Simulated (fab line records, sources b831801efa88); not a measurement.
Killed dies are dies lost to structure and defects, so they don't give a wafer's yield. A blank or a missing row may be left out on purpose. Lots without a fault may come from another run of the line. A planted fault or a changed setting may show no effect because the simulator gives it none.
Which tool did it? | flow gf180mcu | 14 lots, 42 wafers sampled, at 3 steps of a route of 602

WHAT THE GAUGES READ, wafer by wafer
GF_MIM_THK_MEAS_06. Usual: MIM_CVD_05_THK 40.3 nm, standard deviation 0.55.
lot  | measured     | on            | MIM_CVD_05_THK (nm) | flag
L757 | day 24 11:15 | film_metro-01 | 40.4 39.6 40.8      |
L759 | day 25 03:51 | film_metro-02 | 40.1 39.7 40.7      |
L761 | day 25 21:03 | film_metro-02 | 40.3 40.7 41.2      |
L762 | day 26 03:07 | film_metro-03 | 39.5 40.0 40.7      |
L763 | day 26 09:06 | film_metro-02 | 39.9 39.9 40.2      |
L764 | day 27 01:59 | film_metro-02 | 39.7 40.2 39.9      |
L765 | day 27 07:06 | film_metro-02 | 39.3 40.2 40.1      |
L767 | day 27 23:39 | film_metro-01 | 40.7 40.9 40.4      |
L768 | day 28 01:57 | film_metro-02 | 39.6 39.1 40.5      |
L769 | day 28 18:35 | film_metro-03 | 41.1 40.7 41.3      |
L774 | day 30 00:55 | film_metro-03 | 40.1 40.2 40.4      |
L776 | day 30 10:27 | film_metro-01 | 39.8 40.0 40.6      |
L777 | day 30 14:22 | film_metro-03 | 39.8 40.5 40.9      |
L779 | day 31 08:17 | film_metro-02 | 39.8 40.8 41.0      |

GF_M5_OVL_MEAS_08. Usual: M5_OVL -1 nm, standard deviation 5.3.
lot  | measured     | on         | M5_OVL (nm) | flag
L757 | day 26 06:17 | overlay-01 | -2 -1 -3    |
L759 | day 26 21:58 | overlay-01 | 5 -3 1      |
L761 | day 27 14:26 | overlay-02 | -2 3 1      |
L762 | day 27 21:38 | overlay-01 | -4 -1 -3    |
L763 | day 28 02:55 | overlay-01 | -6 -1 -8    |
L764 | day 28 17:34 | overlay-01 | -3 -1 -2    |
L765 | day 28 22:56 | overlay-01 | 0 5 1       |
L767 | day 29 15:12 | overlay-02 | 1 3 0       |
L768 | day 29 17:10 | overlay-01 | -17 -17 -8  |
L769 | day 30 08:17 | overlay-01 | -7 -10 -4   |
L774 | day 31 13:49 | overlay-01 | 5 -2 0      |
L776 | day 31 21:32 | overlay-02 | -1 1 -1     |
L777 | day 32 02:26 | overlay-01 | -5 -3 -2    |
L779 | day 32 18:41 | overlay-02 | 4 7 5       |

WHICH TOOL RAN EACH LOT (tool, then ch and the chambers of the sampled wafers, then the start)
lot  | GF_V4_SPUTTER_22
L757 | pvd_sputter-04, day 24 10:22
L759 | pvd_sputter-03, day 25 02:57
L761 | pvd_sputter-04, day 25 20:10
L762 | pvd_sputter-03, day 26 02:14
L763 | pvd_sputter-01, day 26 08:13
L764 | pvd_sputter-03, day 27 01:06
L765 | pvd_sputter-03, day 27 06:13
L767 | pvd_sputter-04, day 27 22:44
L768 | pvd_sputter-03, day 28 01:03
L769 | pvd_sputter-03, day 28 17:40
L774 | pvd_sputter-04, day 30 00:02
L776 | pvd_sputter-04, day 30 09:34
L777 | pvd_sputter-03, day 30 13:29
L779 | pvd_sputter-01, day 31 07:23
- GF_V4_SPUTTER_22: material TiN, target thk 10 nm, time 40 s.

WHAT THE TOOLS THEMSELVES READ (means of the sampled wafers that have a number; where no wafer has one, the mark that the record gives instead)
GF_V4_SPUTTER_22. Usual: throttle_valve_pct 29.8 %, standard deviation 0.67.
lot  | tool           | throttle_valve_pct (%) | flag
L757 | pvd_sputter-04 | 29.8                   |
L759 | pvd_sputter-03 | 29.7                   |
L761 | pvd_sputter-04 | 30.0                   |
L762 | pvd_sputter-03 | 29.0                   |
L763 | pvd_sputter-01 | 29.3                   |
L764 | pvd_sputter-03 | 29.2                   |
L765 | pvd_sputter-03 | 29.4                   |
L767 | pvd_sputter-04 | 30.1                   |
L768 | pvd_sputter-03 | 29.3                   |
L769 | pvd_sputter-03 | 29.1                   |
L774 | pvd_sputter-04 | 30.4                   |
L776 | pvd_sputter-04 | 30.2                   |
L777 | pvd_sputter-03 | 28.7                   |
L779 | pvd_sputter-01 | 29.5                   |

THE ANSWER, worked out from the rows above alone
Rule: a lot is off if the mean of its wafers that have a number lies more than 3 standard deviations from the usual mean. A lot without any number at a reading at which 4 lots or more have one is off too. The other lots that the step has rows for count as sound. The gauges are gone through in route order, then the tools' own readings, and for those a lot's mean is taken as printed above. The first step at which some lot is off is used, and at that step the reading that is off furthest; a lot without a number counts as furthest.
No lot is off at any reading shown: from this, nothing can be told.

WHAT THE SIMULATOR HAD PUT IN
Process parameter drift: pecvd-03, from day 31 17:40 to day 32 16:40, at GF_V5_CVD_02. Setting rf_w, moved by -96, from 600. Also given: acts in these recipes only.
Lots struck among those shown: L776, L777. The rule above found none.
